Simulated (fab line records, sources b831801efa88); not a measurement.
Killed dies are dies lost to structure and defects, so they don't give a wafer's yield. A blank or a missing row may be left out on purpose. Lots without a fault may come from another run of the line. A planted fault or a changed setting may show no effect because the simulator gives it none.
Chamber matching | flow gf180mcu | GF_V4_CMP_04 on cmp-01: 4 sister chambers
The step polishes SiO2. 18 wafers are shown with their chamber, then 9 later ones without.

WAFERS WITH THEIR CHAMBER
wafer  | chamber | time_to_endpoint_s (s) | retaining_ring_pressure_frac | motor_current_A (A)
L075.1 | 1       | 72                     | 1.000                        | 11.2
L075.2 | 3       | 82                     | 0.999                        | 12.0
L075.4 | 2       | 79                     | 0.998                        | 11.7
L076.3 | 3       | 81                     | 1.002                        | 11.3
L076.5 | 2       | 81                     | 0.999                        | 11.4
L076.6 | 3       | 83                     | 1.002                        | 11.7
L079.1 | 3       | 77                     | 0.995                        | 11.2
L079.3 | 0       | 82                     | 0.999                        | 12.3
L079.4 | 2       | 79                     | 1.003                        | 11.8
L082.1 | 3       | 71                     | 1.002                        | 12.0
L082.2 | 1       | 76                     | 1.002                        | 11.8
L082.3 | 2       | 76                     | 1.000                        | 11.4
L083.3 | 2       | 66                     | 0.995                        | 11.9
L083.4 | 0       | 80                     | 1.008                        | 11.4
L083.6 | 0       | 83                     | 1.006                        | 11.6
L085.2 | 1       | 78                     | 1.000                        | 11.2
L085.3 | 2       | 70                     | 1.000                        | 10.9
L085.4 | 0       | 87                     | 0.995                        | 11.4

SIGNATURES (means of the wafers above)
reading                      | chamber 0 | chamber 1 | chamber 2 | chamber 3 | scatter within a chamber
time_to_endpoint_s           | 83.00     | 75.33     | 75.17     | 78.80     | 4.75
retaining_ring_pressure_frac | 1.00200   | 1.00067   | 0.99917   | 1.00000   | 0.00364
motor_current_A              | 11.675    | 11.400    | 11.517    | 11.640    | 0.381
Rule: a wafer's distance from a chamber is the root of the sum, over the readings, of the square of ((its reading less the chamber's mean) divided by the reading's scatter). The wafer belongs to the nearest chamber; if the next one is less than 2 further off, it can't be placed. The scatter: the root of (the sum of the squares of (reading less its chamber's mean) over the shown wafers, divided by (wafers less chambers)).

WAFERS WITHOUT THEIR CHAMBER
wafer  | time_to_endpoint_s (s) | retaining_ring_pressure_frac | motor_current_A (A)
L090.1 | 75                     | 0.998                        | 12.1
L090.2 | 74                     | 0.997                        | 11.7
L090.3 | 84                     | 0.992                        | 11.5
L094.2 | 71                     | 0.997                        | 11.5
L094.3 | 75                     | 0.991                        | 11.2
L094.5 | 82                     | 0.999                        | 11.2
L095.1 | 78                     | 1.008                        | 11.5
L095.3 | 78                     | 0.997                        | 12.0
L095.6 | 72                     | 0.995                        | 11.2

WHICH CHAMBER EACH WENT THROUGH
wafer  | from the rows above               | in truth
L090.1 | can't be placed: 3 or 2 or 1 or 0 | 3
L090.2 | can't be placed: 2 or 1 or 3 or 0 | 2
L090.3 | can't be placed: 3 or 2 or 0 or 1 | 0
L094.2 | can't be placed: 2 or 1 or 3 or 0 | 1
L094.3 | can't be placed: 2 or 1 or 3 or 0 | 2
L094.5 | can't be placed: 3 or 0 or 1 or 2 | 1
L095.1 | can't be placed: 0 or 1 or 3 or 2 | 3
L095.3 | can't be placed: 3 or 2 or 0 or 1 | 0
L095.6 | can't be placed: 2 or 1 or 3 or 0 | 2
Placed correctly: 0 of 9. Can't be placed from these rows: 9 (the true chamber is among the candidates in 9). Placed wrongly: 0.
